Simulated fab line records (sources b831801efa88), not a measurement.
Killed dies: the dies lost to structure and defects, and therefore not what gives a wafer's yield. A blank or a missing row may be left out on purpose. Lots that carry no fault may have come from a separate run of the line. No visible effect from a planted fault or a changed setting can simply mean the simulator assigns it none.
Chamber matching :: flow sky130 :: rie_diel-04 running SKY_SONOS_ONO_ETCH_15: 4 sister chambers
The step etches the open film in CHF3/O2, target depth 19.52 nm, time 7.8 s. 14 wafers are shown with their chamber, then 7 later ones without.

## WAFERS PAIRED WITH THEIR CHAMBERS
wafer: L948.2
chamber: 2
drypump_motor_current_A (A): 6.0
oes_product_au (a.u.): 0.996
throttle_valve_pct (%): 8.819

wafer: L948.5
chamber: 1
drypump_motor_current_A (A): 6.1
oes_product_au (a.u.): 0.994
throttle_valve_pct (%): 8.829

wafer: L948.6
chamber: 2
drypump_motor_current_A (A): 6.0
oes_product_au (a.u.): 1.004
throttle_valve_pct (%): 8.820

wafer: L951.1
chamber: 1
drypump_motor_current_A (A): 6.1
oes_product_au (a.u.): 1.003
throttle_valve_pct (%): 8.817

wafer: L951.4
chamber: 0
drypump_motor_current_A (A): 5.8
oes_product_au (a.u.): 0.995
throttle_valve_pct (%): 8.841

wafer: L951.5
chamber: 1
drypump_motor_current_A (A): 6.2
oes_product_au (a.u.): 1.005
throttle_valve_pct (%): 8.825

wafer: L952.2
chamber: 1
drypump_motor_current_A (A): 6.1
oes_product_au (a.u.): 1.002
throttle_valve_pct (%): 8.822

wafer: L952.5
chamber: 1
drypump_motor_current_A (A): 6.1
oes_product_au (a.u.): 0.995
throttle_valve_pct (%): 8.804

wafer: L952.6
chamber: 0
drypump_motor_current_A (A): 5.8
oes_product_au (a.u.): 0.993
throttle_valve_pct (%): 8.826

wafer: L961.1
chamber: 2
drypump_motor_current_A (A): 6.0
oes_product_au (a.u.): 1.008
throttle_valve_pct (%): 8.822

wafer: L961.2
chamber: 1
drypump_motor_current_A (A): 6.1
oes_product_au (a.u.): 1.012
throttle_valve_pct (%): 8.830

wafer: L961.6
chamber: 1
drypump_motor_current_A (A): 6.1
oes_product_au (a.u.): 1.000
throttle_valve_pct (%): 8.833

wafer: L963.1
chamber: 3
drypump_motor_current_A (A): 5.6
oes_product_au (a.u.): 0.996
throttle_valve_pct (%): 8.821

wafer: L963.4
chamber: 2
drypump_motor_current_A (A): 6.0
oes_product_au (a.u.): 0.999
throttle_valve_pct (%): 8.823

SIGNATURES (means of the wafers above)
reading: drypump_motor_current_A
chamber 0: 5.800
chamber 1: 6.114
chamber 2: 6.000
chamber 3: 5.600
scatter within a chamber: 0.0293

reading: oes_product_au
chamber 0: 0.99400
chamber 1: 1.00157
chamber 2: 1.00175
chamber 3: 0.99600
scatter within a chamber: 0.00559

reading: throttle_valve_pct
chamber 0: 8.83350
chamber 1: 8.82286
chamber 2: 8.82100
chamber 3: 8.82100
scatter within a chamber: 0.00842
Rule: a wafer lies at a distance from a chamber equal to the root of the sum of squares, over the readings, of (its reading less the chamber's mean, divided by the reading's scatter). If the next closest chamber is less than 2 further off than the closest, the wafer can't be placed; otherwise it belongs to the closest. The scatter: take each reading less its chamber's mean, square it, sum over the shown wafers, divide by the number of wafers less the number of chambers, and take the root.

## WAFERS WITHOUT THEIR CHAMBER
wafer: L963.5
drypump_motor_current_A (A): 5.6
oes_product_au (a.u.): 0.992
throttle_valve_pct (%): 8.821

wafer: L964.1
drypump_motor_current_A (A): 6.0
oes_product_au (a.u.): 0.995
throttle_valve_pct (%): 8.829

wafer: L964.3
drypump_motor_current_A (A): 5.6
oes_product_au (a.u.): 0.998
throttle_valve_pct (%): 8.823

wafer: L964.6
drypump_motor_current_A (A): 6.1
oes_product_au (a.u.): 1.005
throttle_valve_pct (%): 8.831

wafer: L965.2
drypump_motor_current_A (A): 5.6
oes_product_au (a.u.): 1.003
throttle_valve_pct (%): 8.819

wafer: L965.3
drypump_motor_current_A (A): 6.1
oes_product_au (a.u.): 1.005
throttle_valve_pct (%): 8.810

wafer: L965.5
drypump_motor_current_A (A): 6.0
oes_product_au (a.u.): 1.003
throttle_valve_pct (%): 8.835

## THE CHAMBER EACH PASSED THROUGH
wafer: L963.5
from the rows above: 3
in truth: 3

wafer: L964.1
from the rows above: 2
in truth: 2

wafer: L964.3
from the rows above: 3
in truth: 3

wafer: L964.6
from the rows above: 1
in truth: 1

wafer: L965.2
from the rows above: 3
in truth: 3

wafer: L965.3
from the rows above: can't be placed: 1 or 2
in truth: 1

wafer: L965.5
from the rows above: 2
in truth: 2
6 of 7 placed correctly. From these rows, 1 cannot be placed; in 1 the true chamber is one of the candidates. 0 placed wrongly.
